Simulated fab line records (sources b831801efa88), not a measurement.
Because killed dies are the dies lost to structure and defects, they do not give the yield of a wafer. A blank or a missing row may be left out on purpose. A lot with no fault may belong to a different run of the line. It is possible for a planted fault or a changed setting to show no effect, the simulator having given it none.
What tool caused it? ; flow gf180mcu ; Sampling: 6 lots, 18 wafers, 3 of 602 route steps

== WHAT THE GAUGES READ, wafer by wafer ==
GF_STI_THK_MEAS_24.
lot;measured;on;STI_CVD_23_THK (nm)
L155;day 2 18:40;film_metro-03;643 648 650
L160;day 3 20:53;film_metro-04;648 644 649
L163;day 4 13:58;film_metro-03;660 666 654
L169;day 5 19:49;film_metro-03;639 635 645
L171;day 6 08:01;film_metro-01;646 661 641
L175;day 7 02:33;film_metro-01;656 650 664

== WHAT TOOL EACH LOT RAN ON (gives the tool, then ch and the chambers of the sampled wafers, and finally the start) ==
lot;GF_STI_ETCH_14;GF_STI_STRIP_15
L155;rie_si-02 ch 0,2, day 2 16:50;plasma_asher-02 ch 0,1, day 2 16:55
L160;rie_si-02 ch 0,2, day 3 19:01;plasma_asher-01 ch 0,1, day 3 19:05
L163;rie_si-02 ch 2,3, day 4 11:34;plasma_asher-02 ch 0,1, day 4 11:41
L169;rie_si-01 ch 2,3, day 5 17:52;plasma_asher-02 ch 0,1, day 5 17:56
L171;rie_si-01 ch 0,1,2, day 6 05:08;plasma_asher-02 ch 0,1, day 6 05:15
L175;rie_si-02 ch 0,1,3, day 7 00:44;plasma_asher-01 ch 0,1, day 7 00:49
- GF_STI_ETCH_14: etches Si in HBr/Cl2/O2, target depth 360 nm, time 102.9 s.
- GF_STI_STRIP_15: strips in O2/N2.

== THE ANSWER, worked out from the rows above alone ==
Rule: usual is defined by the lots themselves. Put in order of their means at a reading, lots are off if they are a third of the lots or fewer, leave a main group of 4 or more, and stand apart from it by a gap of 3 or more times the standard deviation of the main group's means; of several such gaps the widest counts. A main group whose means are all the same, to the digits that the tables above print for the reading, isn't used. Also off: a lot with no number at a reading for which 4 or more lots have one. The other lots that the step has rows for count as sound.
No lot is off at any reading shown: from this, nothing can be told.

== WHAT HAD BEEN PUT IN BY THE SIMULATOR ==
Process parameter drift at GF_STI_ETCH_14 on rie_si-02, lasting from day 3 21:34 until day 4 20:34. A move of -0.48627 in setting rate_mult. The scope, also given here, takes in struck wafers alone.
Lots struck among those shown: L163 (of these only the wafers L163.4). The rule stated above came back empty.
